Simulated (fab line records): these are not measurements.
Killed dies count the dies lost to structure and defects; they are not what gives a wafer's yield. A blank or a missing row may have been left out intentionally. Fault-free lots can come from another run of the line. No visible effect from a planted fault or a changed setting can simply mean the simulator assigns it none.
Comparing a struck lot with a sound one || flow sfq_line || 42 out of 325 route steps
Sound: the wafers L776.1, L776.2, L776.3. Struck: wafer L764.2 (left out: L764.1, L764.4 of the same lot, which were not struck); the cause appears at the end.
Order at every step that has rows: each side's tool, ch and its chambers, its first start. Under that, the readings that differ: sound wafers || struck wafers || difference of the means || sigmas: that difference in standard deviations of wafers without a fault.
alike: words and numbers the same on both sides, and readings whose means are apart by under 2 such deviations; not compared: readings that were withheld, readings missing a value for some wafer, numbers with overlapping values and no deviation given by the record, and bounds like >300 which may hide the same value.
A row with sigmas, a row that says differs or no value, or rows on one side alone: a step with any of these is where the two part. When numbers do not overlap yet have no deviation, they are printed without sigmas and do not part them. A reading that every wafer of one side lacks parts them only if that side has two wafers or more.

first, 6 steps without rows for these wafers: SFQ_TRILAYER_M6_LITHO_COAT_164 (resist thk 62 nm); SFQ_TRILAYER_M6_LITHO_COAT_159 (resist thk 600 nm); SFQ_TRILAYER_M6_LITHO_SOFTBAKE_163; SFQ_TRILAYER_M6_LITHO_EXPOSE_160 (exposes mask M6, target cd 500 nm); SFQ_TRILAYER_M6_LITHO_PEB_162 (peb time 60 s); SFQ_TRILAYER_M6_LITHO_DEVELOP_161 (time 60 s).
SFQ_M6_OVL_MEAS_940:
  sound on overlay-01, day 65 16:23; struck on overlay-01, day 61 17:58
  alike: M6_OVL
then, 1 step without rows for these wafers: SFQ_TRILAYER_M6_BARC_OPEN_METAL_ETCH_206 (etches BARC in O2, target depth 125 nm, time 41.7 s).
SFQ_TRILAYER_M6_ETCH_METAL_ETCH_162: etches Nb in Cl2/Ar, stops on SiO2, target depth 240 nm, time 120 s.
  sound on rie_metal-01 ch 0,1, day 65 16:29; struck on rie_metal-01 ch 0, day 61 18:03
  alike: bias_w, drypump_motor_current_A, oes_product_au
  not compared: rf_hours_counter_h
then, 2 steps without rows for these wafers: SFQ_TRILAYER_M6_STRIP_STRIP_163 (strips in O2); SFQ_TRILAYER_M6_STRIP_SOLV_CLEAN_164 (cleans in NMP, time 600 s).
SFQ_TRILAYER_I6_DEP_PECVD_165: deposits SiO2 from SiH4/N2O, time 111.11 s, target thk 500 nm.
  sound on pecvd-01 ch 0,1,2, day 65 17:23; struck on pecvd-03 ch 2, day 61 18:58
  alike: heater_power_w, showerhead_vpp_V, throttle_valve_pct
SFQ_TRILAYER_I6_CMP_CMP_166: polishes SiO2.
  sound on cmp-02 ch 0,1,3, day 65 18:19; struck on cmp-02 ch 1, day 62 08:50
{"reading": "motor_current_A (A)", "sound": "10.4 9.4 11.9", "struck": 8.3, "difference": -2.3, "sigmas": -3}
{"reading": "time_to_endpoint_s (s)", "sound": "229 211 218", "struck": 178, "difference": -41, "sigmas": -4}
{"reading": "model.SiO2_of_TRILAYER_I6_DEP_PECVD_165.thk_nm (nm)", "sound": "201.8 199.8 201.6", "struck": 248, "difference": "+47", "sigmas": ""}
SFQ_I6_BOW_MEAS_941:
  sound on film_metro-01, day 65 21:19; struck on film_metro-02, day 62 11:50
  alike: I6_BOW
SFQ_TRILAYER_I6_METRO_MEASURE_167:
  sound on film_metro-01, day 65 21:26; struck on film_metro-02, day 62 11:57
{"reading": "thk_nm (nm)", "sound": "201.8 199.8 201.7", "struck": 248.0, "difference": "+46.9", "sigmas": "+34"}
then, 6 steps without rows for these wafers: SFQ_TRILAYER_I6_VIA_LITHO_COAT_174 (resist thk 62 nm); SFQ_TRILAYER_I6_VIA_LITHO_COAT_169 (resist thk 650 nm); SFQ_TRILAYER_I6_VIA_LITHO_SOFTBAKE_173; SFQ_TRILAYER_I6_VIA_LITHO_EXPOSE_170 (exposes mask I6, target cd 700 nm); SFQ_TRILAYER_I6_VIA_LITHO_PEB_172 (peb time 60 s); SFQ_TRILAYER_I6_VIA_LITHO_DEVELOP_171 (time 60 s).
-- the record jumps here: 4 days lie between the struck wafers' starts before and after --
SFQ_I6_OVL_MEAS_942:
  sound on overlay-02, day 69 17:39; struck on overlay-02, day 66 17:32
  alike: I6_OVL
SFQ_TRILAYER_I6_VIA_BARC_OPEN_VIA_ETCH_235: etches BARC in O2, target depth 125 nm, time 41.7 s.
  sound on rie_diel-02 ch 0,1,3, day 69 17:41; struck on rie_diel-02 ch 3, day 66 17:34
  alike: bias_w, drypump_motor_current_A, oes_product_au
  not compared: rf_hours_counter_h
SFQ_TRILAYER_I6_VIA_ETCH_VIA_ETCH_172: etches SiO2 in CHF3, stops on Nb, target depth 260 nm.
  sound on rie_diel-02 ch 0,1,3, day 69 17:44; struck on rie_diel-02 ch 3, day 66 17:36
{"reading": "bias_w (W)", "sound": "80.20 79.84 80.33", "struck": 79.53, "difference": -0.59, "sigmas": -2}
{"reading": "oes_product_au (a.u.)", "sound": "0.856 0.855 0.866", "struck": 0.974, "difference": "+0.115", "sigmas": "+19"}
{"reading": "model.etch.depth_nm (nm)", "sound": "201.8 199.8 201.6", "struck": 248, "difference": "+47", "sigmas": ""}
{"reading": "model.I6.feature_depth_nm (nm)", "sound": "201.8 199.8 201.6", "struck": 248, "difference": "+47", "sigmas": ""}
  alike: drypump_motor_current_A
SFQ_TRILAYER_I6_VIA_STRIP_STRIP_173: strips in O2.
  sound on rie_metal-04 ch 0,1, day 69 17:50; struck on rie_metal-02 ch 0, day 66 17:43
  alike: drypump_motor_current_A, oes_product_au
  not compared: rf_hours_counter_h
then, 1 step without rows for these wafers: SFQ_TRILAYER_I6_VIA_STRIP_SOLV_CLEAN_174 (cleans in NMP, time 600 s).
SFQ_TRILAYER_M7_DEP_PRE_CLEAN_176: time 22.5 s.
  sound on pvd_sputter-03, day 69 18:37; struck on pvd_sputter-03, day 66 18:29
{"reading": "model.SiO2_of_TRILAYER_I6_DEP_PECVD_165.thk_nm (nm)", "sound": "194.3 192.3 194.1", "struck": 240.5, "difference": "+46.9", "sigmas": ""}
then, 1 step without rows for these wafers: SFQ_TRILAYER_M7_DEP_SPUTTER_175 (material Nb, target thk 200 nm, time 133.3 s).
SFQ_M7_RS_MEAS_943: measurement is done with a four-point probe.
  sound on film_metro-02, day 69 18:44; struck on film_metro-04, day 66 18:37
  alike: M7_NB_RS
then, 6 steps without rows for these wafers: SFQ_TRILAYER_M7_LITHO_COAT_182 (resist thk 62 nm); SFQ_TRILAYER_M7_LITHO_COAT_177 (resist thk 600 nm); SFQ_TRILAYER_M7_LITHO_SOFTBAKE_181; SFQ_TRILAYER_M7_LITHO_EXPOSE_178 (exposes mask M7, target cd 500 nm); SFQ_TRILAYER_M7_LITHO_PEB_180 (peb time 60 s); SFQ_TRILAYER_M7_LITHO_DEVELOP_179 (time 60 s).
SFQ_M7_OVL_MEAS_945:
  sound on overlay-01, day 70 14:41; struck on overlay-02, day 68 01:11
{"reading": "M7_OVL (nm)", "sound": "-3 0 -1", "struck": 13, "difference": "+14", "sigmas": "+3"}
then, 2 steps without rows for these wafers: SFQ_TRILAYER_M7_BARC_OPEN_METAL_ETCH_229 (etches BARC in O2, target depth 125 nm, time 41.7 s); SFQ_TRILAYER_M7_ETCH_METAL_ETCH_180 (etches Nb in Cl2/Ar, stops on SiO2, target depth 240 nm, time 120 s).
SFQ_TRILAYER_M7_STRIP_STRIP_181: strips in O2.
  sound on rie_metal-03 ch 0,1, day 70 14:55; struck on rie_metal-02 ch 1, day 68 01:25
  alike: drypump_motor_current_A, oes_product_au
  not compared: rf_hours_counter_h
then, 2 steps without rows for these wafers: SFQ_TRILAYER_M7_STRIP_SOLV_CLEAN_182 (cleans in NMP, time 600 s); SFQ_TRILAYER_I7_DEP_PECVD_183 (deposits SiO2 from SiH4/N2O, time 111.11 s, target thk 500 nm).
-- the record jumps here: 5 days lie between the struck wafers' starts before and after --
SFQ_M8_BOW_MEAS_951:
  sound on film_metro-02, day 77 13:04; struck on film_metro-02, day 72 17:46
  alike: M8_BOW
  not compared: model.etest.i6.link_ohm

WHERE THEY PART
Earliest at SFQ_TRILAYER_I6_CMP_CMP_166; latest, in this record, at SFQ_M7_OVL_MEAS_945. Later steps at which nothing parts them and some readings are alike: SFQ_TRILAYER_M7_STRIP_STRIP_181, SFQ_M8_BOW_MEAS_951.

WHY: what the simulator had put in
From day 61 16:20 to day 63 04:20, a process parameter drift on cmp-02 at SFQ_TRILAYER_I6_CMP_CMP_166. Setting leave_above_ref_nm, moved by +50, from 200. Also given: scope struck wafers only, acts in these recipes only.
